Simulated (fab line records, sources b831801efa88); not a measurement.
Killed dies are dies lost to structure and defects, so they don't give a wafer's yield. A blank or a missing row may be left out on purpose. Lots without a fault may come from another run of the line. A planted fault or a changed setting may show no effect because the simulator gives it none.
fab line records | flow sky130
record lots=6 wafers=18 last_day=50
route steps=708 shown LDD_HVP@286 LDD_LDN@289 PAD_OPEN@708
lots that met no fault: from a run of the same line without faults
start_h: hours from the record's first day to the start of the lot's first wafer shown | wait_h: hours since the lot's step before | " the same as in the row above | L1.1+2: a row that stands for several wafers | - no value, or no start given | * or withheld: withheld | < > ~ a bound
route shown NAME@n: a module of which the file shows steps, and the number in the route of the first | usual: mean/standard deviation of fault-free wafers | same: alike in all rows | chamber/n: place in a boat | sites: the reading at each site | _std_site: their standard deviation | _edge_site: outer sites' mean less inner sites' | radius_mm: how far each site lies from the wafer's centre | mask NAME#n: copy n | behind: the tool/chamber that last shaped the wafer | hold: why the lot was held/for how many hours/how that ended | device: the transistor (n, p or np) that didn't switch | end of line: the same wafers' tests at the end of the route | a step without rows: its recipe alone | killed: dies lost to structure and defects at the first sort, not the wafer's yield | map: a wafer's dies, x killed, . not, _ none there
set.NAME: the setting as run; set.NAME@STEP: as run at that earlier step | model.NAME: the simulator's own value behind a step, which no gauge read
lots at some steps of the route; a table a step, a row a wafer
services: from which hour (start_h, from the record's first day; less than 0 if before it) a tool's chamber was out of use, for how many hours, and why
## steps
# step SKY_LDD_HVP_IMPLANT_08
# recipe species=B energy_kev=20 dose_cm2=1.7e+13 tilt_deg=17.9
# step SKY_LDD_HVP_STRIP_09
# recipe chemistry=O2/N2 power_w=1400 pressure_mtorr=1500 platen_temp_c=withheld o2_flow_sccm=3000 n2_flow_sccm=300 overash_fraction=0.5
# usual drypump_motor_current_A=5.5/0.42 oes_product_au=0.408/0.0041 strip_time_to_endpoint_s=4.132/0.016
# columns lot.wafer tool chamber start_h wait_h drypump_motor_current_A oes_product_au rf_hours_counter_h strip_time_to_endpoint_s
L369.1 plasma_asher-03 1 500.77 0.1 5.4 0.406 68 4.125
L369.2 " 0 " " 6.5 0.412 68 4.125
L369.3 " 0 " " 6.4 0.406 - 4.151
L371.2 plasma_asher-03 1 513.55 0.1 5.4 0.400 69 4.141
L371.4 " 0 " " 6.5 0.420 - 4.158
L371.5 " 0 " " 6.4 0.399 - 4.148
L373.1 plasma_asher-04 1 546.10 0.1 5.3 0.408 86 4.127
L373.4 " 1 " " 5.3 0.409 - 4.146
L373.5 " 0 " " 5.3 0.406 - 4.127
L386.1 plasma_asher-03 1 651.25 0.1 5.3 0.413 83 4.158
L386.2 " 0 " " 6.4 0.414 83 4.141
L386.5 " 0 " " 6.5 0.413 - 4.142
L388.4 plasma_asher-04 1 662.83 0.1 5.3 0.415 - 4.122
L388.5 " 0 " " 5.3 0.411 - 4.109
L388.6 " 1 " " 5.3 0.408 - 4.131
L389.1 plasma_asher-03 0 673.22 0.1 6.5 0.402 85 4.119
L389.2 " 1 " " 5.3 0.409 85 4.127
L389.6 " 1 " " 5.4 0.407 - 4.117
# step SKY_LDD_HVP_TW_MEAS_10
# usual LDD_HVP_TW=457/3.2
# columns lot.wafer tool chamber start_h wait_h LDD_HVP_TW
L369.1 film_metro-03 - 500.87 0.1 458
L369.2 " - " " 458
L369.3 " - " " 457
L371.2 film_metro-04 - 513.66 0.1 455
L371.4 " - " " 453
L371.5 " - " " 454
L373.1 film_metro-03 - 546.20 0.1 460
L373.4 " - " " 459
L373.5 " - " " 456
L386.1 film_metro-03 - 651.35 0.1 457
L386.2 " - " " 457
L386.5 " - " " 458
L388.4 film_metro-04 - 662.93 0.1 455
L388.5 " - " " 455
L388.6 " - " " 454
L389.1 film_metro-03 - 673.32 0.1 455
L389.2 " - " " 457
L389.6 " - " " 458
# step SKY_LDD_LDN_DEHYDRATE_00
# recipe temp_c=200 time_s=60
# step SKY_LDD_LDN_HMDS_01
# recipe prime_time_s=60 prime_temp_c=120
# step SKY_LDD_LDN_COAT_02
# recipe resist=NOVOLAK spin_rpm=3000 resist_thk_nm=1140
# step SKY_LDD_LDN_SOFTBAKE_03
# recipe temp_c=90 time_s=60 resist=NOVOLAK
# step SKY_LDD_LDN_EXPOSE_04
# recipe mask_id=LDNTM na=0.6 source_shape=conventional sigma_outer=0.6 polarization=unpolarized target_cd_nm=700 dose_mj=140
# step SKY_LDD_LDN_PEB_05
# recipe temp_c=withheld time_s=* resist=NOVOLAK
# step SKY_LDD_LDN_DEVELOP_06
# recipe resist=NOVOLAK developer=TMAH develop_time_s=60 dev_temp_c=23
# step SKY_LDD_LDN_OVL_MEAS_07
# usual LDD_LDN_OVL=-0.3/1.5
# columns lot.wafer tool chamber start_h wait_h LDD_LDN_OVL[nm]
L369.1 overlay-01 - 531.51 0.1 0.9
L369.2 " - " " -0.4
L369.3 " - " " 1.3
L371.2 overlay-01 - 543.17 0.1 -0.8
L371.4 " - " " -0.7
L371.5 " - " " -0.4
L373.1 overlay-01 - 576.22 0.1 -2.0
L373.4 " - " " -2.9
L373.5 " - " " -1.6
L386.1 overlay-01 - 679.71 0.1 0.5
L386.2 " - " " 1.0
L386.5 " - " " 0.7
L388.4 overlay-02 - 690.73 0.1 -1.3
L388.5 " - " " 0.8
L388.6 " - " " 0.7
L389.1 overlay-02 - 702.32 0.1 -0.4
L389.2 " - " " -0.7
L389.6 " - " " -0.8
# step SKY_LDD_LDN_IMPLANT_08
# recipe species=As energy_kev=15 dose_cm2=1.25e+13 tilt_deg=withheld rotation_deg=23
# step SKY_LDD_LDN_IMPLANT_09
# recipe species=As energy_kev=15 dose_cm2=1.25e+13 tilt_deg=withheld rotation_deg=113
# usual beam_energy_keV=15.000/0.0047 dose_ions_cm2=1.2501e+13/1.2e+10
# columns lot.wafer tool chamber start_h wait_h beam_energy_keV dose_ions_cm2 model.implant.rp_nm model.implant.drp_nm
L369.1 implanter-03 0 531.70 0.1 14.995 1.2497e+13 12.61 5.933
L369.2 " 0 " " 15.000 1.2505e+13 12.61 5.933
L369.3 " 0 " " 15.002 1.2491e+13 12.61 5.933
L371.2 implanter-02 0 543.38 0.1 15.004 1.2523e+13 12.63 5.933
L371.4 " 0 " " 15.001 1.2505e+13 12.63 5.933
L371.5 " 0 " " 15.004 1.2505e+13 12.63 5.933
L373.1 implanter-01 0 576.40 0.1 15.008 1.2503e+13 12.95 5.933
L373.4 " 0 " " 15.003 1.251e+13 12.95 5.933
L373.5 " 0 " " 15.004 1.2513e+13 12.95 5.933
L386.1 implanter-01 0 679.90 0.1 17.988 1.2507e+13 14.24 6.708
L386.2 " 0 " " 17.994 1.2486e+13 14.24 6.708
L386.5 " 0 " " 17.994 1.2506e+13 14.24 6.708
L388.4 implanter-01 0 690.97 0.1 17.992 1.251e+13 14.6 6.708
L388.5 " 0 " " 18.004 1.2521e+13 14.6 6.708
L388.6 " 0 " " 17.997 1.2493e+13 14.6 6.708
L389.1 implanter-03 0 702.50 0.1 15.007 1.2503e+13 13.08 5.933
L389.2 " 0 " " 15.003 1.2518e+13 13.08 5.933
L389.6 " 0 " " 15.001 1.2504e+13 13.08 5.933
# step SKY_LDD_LDN_IMPLANT_10
# recipe species=As energy_kev=15 dose_cm2=1.25e+13 tilt_deg=withheld rotation_deg=203
# step SKY_PAD_OPEN_PROBE_99
# usual killed_at_M0_to_M3=42/6.1 killed_at_M4_up=3.4/2 killed_at_contacts=23/4.8 killed_at_front_end=15/3.8 killed_at_other=0.3/0.48 killed_dies=84/8.5 killed_open=46/6.8 killed_short=38/6.2
# same gross_dies=492 killed_at_back_side=0
# columns lot.wafer tool chamber start_h wait_h killed_at_M0_to_M3 killed_at_M4_up killed_at_contacts killed_at_front_end killed_at_other killed_dies killed_open killed_short model.etest.tip_sonos.rs_ohm_sq
L369.1 prober-02 - 1083.64 0.1 52 5 17 19 0 93 50 42 2770
L369.2 prober-02 - 1083.69 0.1 53 3 15 15 0 86 42 44 2762
L369.3 prober-02 - 1083.74 0.2 46 2 31 16 0 95 55 39 2726
L371.2 prober-02 - 1089.94 0.1 48 5 21 21 1 96 40 56 2727
L371.4 prober-02 - 1090.04 0.2 45 6 22 11 0 84 44 40 2678
L371.5 prober-02 - 1090.09 0.2 32 2 34 15 0 83 47 36 2760
L373.1 prober-02 - 1112.04 0.1 40 6 26 21 0 93 50 42 2619
L373.4 prober-02 - 1112.19 0.2 37 1 23 18 0 79 45 33 2656
L373.5 prober-02 - 1112.24 0.2 31 3 24 18 1 77 38 39 2577
L386.1 prober-02 - 1181.26 0.1 41 3 23 17 1 85 51 34 2663
L386.2 prober-02 - 1181.31 0.1 35 4 20 12 0 71 40 31 2643
L386.5 prober-02 - 1181.46 0.2 49 1 18 14 0 82 55 27 2662
L388.4 prober-02 - 1188.64 0.2 48 3 18 14 0 83 40 43 2453
L388.5 prober-02 - 1188.69 0.2 38 4 22 18 0 82 38 44 2478
L388.6 prober-02 - 1188.74 0.2 53 1 22 16 2 94 51 43 2489
L389.1 prober-01 - 1192.17 0.1 39 4 16 11 0 70 40 30 2591
L389.2 prober-01 - 1192.22 0.1 41 1 25 16 0 83 35 48 2613
L389.6 prober-01 - 1192.42 0.2 47 4 25 20 1 97 53 43 2596
# killed by level:class
L369.1 VIA1:geometric_particle:short=11 VIA1:geometric_particle:open=8 VIA2:geometric_particle:open=8 FIELD_ISO:geometric_particle:open=7 CONTACT:geometric_particle:open=7 METAL2:geometric_particle:short=6 VIA3:geometric_particle:open=6 LI_CONTACT:geometric_particle:open=5
L369.2 VIA3:geometric_particle:open=9 VIA1:geometric_particle:open=9 VIA2:geometric_particle:open=7 CONTACT:geometric_particle:open=6 METAL2:geometric_particle:short=6 METAL1:geometric_particle:short=5 VIA3:geometric_particle:short=5 FIELD_ISO:geometric_particle:short=4
L369.3 CONTACT:geometric_particle:open=15 VIA1:geometric_particle:open=11 VIA3:geometric_particle:open=8 VIA2:geometric_particle:open=7 FIELD_ISO:geometric_particle:short=6 LI_CONTACT:geometric_particle:short=5 LI_CONTACT:geometric_particle:open=4 LOCAL_INTERCONNECT:geometric_particle:short=4
L371.2 METAL1:geometric_particle:short=11 POLY_GATE:geometric_particle:short=8 VIA2:geometric_particle:open=8 VIA1:geometric_particle:short=8 LI_CONTACT:geometric_particle:open=6 METAL2:geometric_particle:short=6 CONTACT:geometric_particle:open=6 VIA1:geometric_particle:open=6
L371.4 CONTACT:geometric_particle:open=9 VIA1:geometric_particle:open=9 VIA3:geometric_particle:open=8 METAL2:geometric_particle:short=6 METAL1:geometric_particle:short=6 LOCAL_INTERCONNECT:geometric_particle:short=5 FIELD_ISO:geometric_particle:short=4 LI_CONTACT:geometric_particle:open=4
L371.5 CONTACT:geometric_particle:open=14 METAL2:geometric_particle:short=8 LI_CONTACT:geometric_particle:open=8 LI_CONTACT:geometric_particle:short=5 VIA3:geometric_particle:open=5 POLY_GATE:geometric_particle:short=4 VIA2:geometric_particle:open=4 FIELD_ISO:geometric_particle:short=3
L373.1 VIA1:geometric_particle:open=10 CONTACT:geometric_particle:open=9 VIA1:geometric_particle:short=7 POLY_GATE:geometric_particle:short=7 LI_CONTACT:geometric_particle:open=7 POLY_GATE:geometric_particle:open=5 VIA2:geometric_particle:short=5 CONTACT:geometric_particle:short=4
L373.4 METAL1:geometric_particle:short=9 FIELD_ISO:geometric_particle:open=8 CONTACT:geometric_particle:open=8 VIA3:geometric_particle:open=6 LOCAL_INTERCONNECT:geometric_particle:short=5 VIA2:geometric_particle:open=5 VIA1:geometric_particle:open=5 LI_CONTACT:geometric_particle:open=4
L373.5 CONTACT:geometric_particle:short=9 CONTACT:geometric_particle:open=9 VIA3:geometric_particle:open=7 FIELD_ISO:geometric_particle:open=4 LI_CONTACT:geometric_particle:open=4 VIA3:geometric_particle:short=4 VIA1:geometric_particle:open=4 FIELD_ISO:geometric_particle:short=3
L386.1 VIA1:geometric_particle:open=11 LI_CONTACT:geometric_particle:open=9 VIA2:geometric_particle:open=8 VIA3:geometric_particle:open=8 FIELD_ISO:geometric_particle:short=6 LI_CONTACT:geometric_particle:short=5 FIELD_ISO:geometric_particle:open=4 CONTACT:geometric_particle:short=4
L386.2 CONTACT:geometric_particle:open=8 VIA1:geometric_particle:open=6 VIA2:geometric_particle:short=6 FIELD_ISO:geometric_particle:open=5 LI_CONTACT:geometric_particle:open=5 VIA2:geometric_particle:open=5 VIA3:geometric_particle:open=5 VIA1:geometric_particle:short=4
L386.5 VIA1:geometric_particle:open=13 VIA2:geometric_particle:open=11 CONTACT:geometric_particle:open=9 VIA3:geometric_particle:open=8 FIELD_ISO:geometric_particle:open=6 LI_CONTACT:geometric_particle:open=5 METAL1:geometric_particle:short=5 VIA1:geometric_particle:short=5
L388.4 METAL1:geometric_particle:short=10 CONTACT:geometric_particle:open=8 VIA2:geometric_particle:open=7 VIA3:geometric_particle:open=6 VIA1:geometric_particle:open=6 FIELD_ISO:geometric_particle:open=5 VIA1:geometric_particle:short=5 FIELD_ISO:geometric_particle:short=4
L388.5 VIA1:geometric_particle:open=10 FIELD_ISO:geometric_particle:short=7 VIA2:geometric_particle:open=7 LOCAL_INTERCONNECT:geometric_particle:short=7 CONTACT:geometric_particle:open=7 CONTACT:geometric_particle:short=5 POLY_GATE:geometric_particle:short=4 METAL2:geometric_particle:short=4
L388.6 METAL1:geometric_particle:short=11 CONTACT:geometric_particle:open=9 VIA2:geometric_particle:open=7 VIA1:geometric_particle:open=7 METAL2:geometric_particle:short=6 FIELD_ISO:geometric_particle:open=6 LI_CONTACT:geometric_particle:open=6 VIA3:geometric_particle:open=5
L389.1 VIA1:geometric_particle:open=12 CONTACT:geometric_particle:open=7 VIA2:geometric_particle:short=6 FIELD_ISO:geometric_particle:open=5 METAL2:geometric_particle:short=4 METAL1:geometric_particle:short=4 FIELD_ISO:geometric_particle:short=3 LI_CONTACT:geometric_particle:open=3
L389.2 VIA1:geometric_particle:short=8 LI_CONTACT:geometric_particle:open=7 CONTACT:geometric_particle:open=7 METAL2:geometric_particle:short=7 LOCAL_INTERCONNECT:geometric_particle:short=6 FIELD_ISO:geometric_particle:short=5 METAL1:geometric_particle:short=5 VIA2:geometric_particle:open=5
L389.6 VIA1:geometric_particle:open=15 VIA2:geometric_particle:open=10 CONTACT:geometric_particle:open=7 FIELD_ISO:geometric_particle:open=6 CONTACT:geometric_particle:short=6 LOCAL_INTERCONNECT:geometric_particle:short=6 POLY_GATE:geometric_particle:short=5 LI_CONTACT:geometric_particle:short=4
## services
# columns tool chamber start_h hours kind
implanter-02 - 559.39 3.2 pm
implanter-02 - 564.37 1.2 repair
implanter-01 - 565.73 3.1 pm
implanter-03 - 617.57 1.5 repair
plasma_asher-04 - 654.46 0.6 repair
implanter-03 - 657.65 2.0 repair
implanter-02 - 673.67 3.6 repair
implanter-02 - 681.64 1.1 repair
## key
first_sign step=SKY_LDD_LDN_IMPLANT_09 reading=beam_energy_keV direction=up sigmas=99+ usual=* struck=*
effect none on later readings
model_effect step=SKY_LDD_LDN_IMPLANT_09 value=implant.rp_nm without=12.68 struck=14.42
model_effect step=SKY_PAD_OPEN_PROBE_99 value=etest.tip_sonos.rs_ohm_sq without=2707 struck=2565
met_at SKY_LDD_LDN_IMPLANT_09
struck_wafers L386.1,L386.2,L386.5,L388.4,L388.5,L388.6
tester_left_out L386,L388
onset_between 576.40 679.90
fault kind=process_parameter_drift tool=implanter-01 chamber=- onset_h=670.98 steps=SKY_LDD_LDN_IMPLANT_09 channel=energy_kev offset=* shape=step end_h=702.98 acts_in=* stated=*
# tester_left_out: of these lots the tester's yield and bins aren't shown, on N5 and GAA mostly nor the transistor test; their killed dies are dies lost to structure and defects alone, not to doping, threshold or leakage, so they don't give the yield
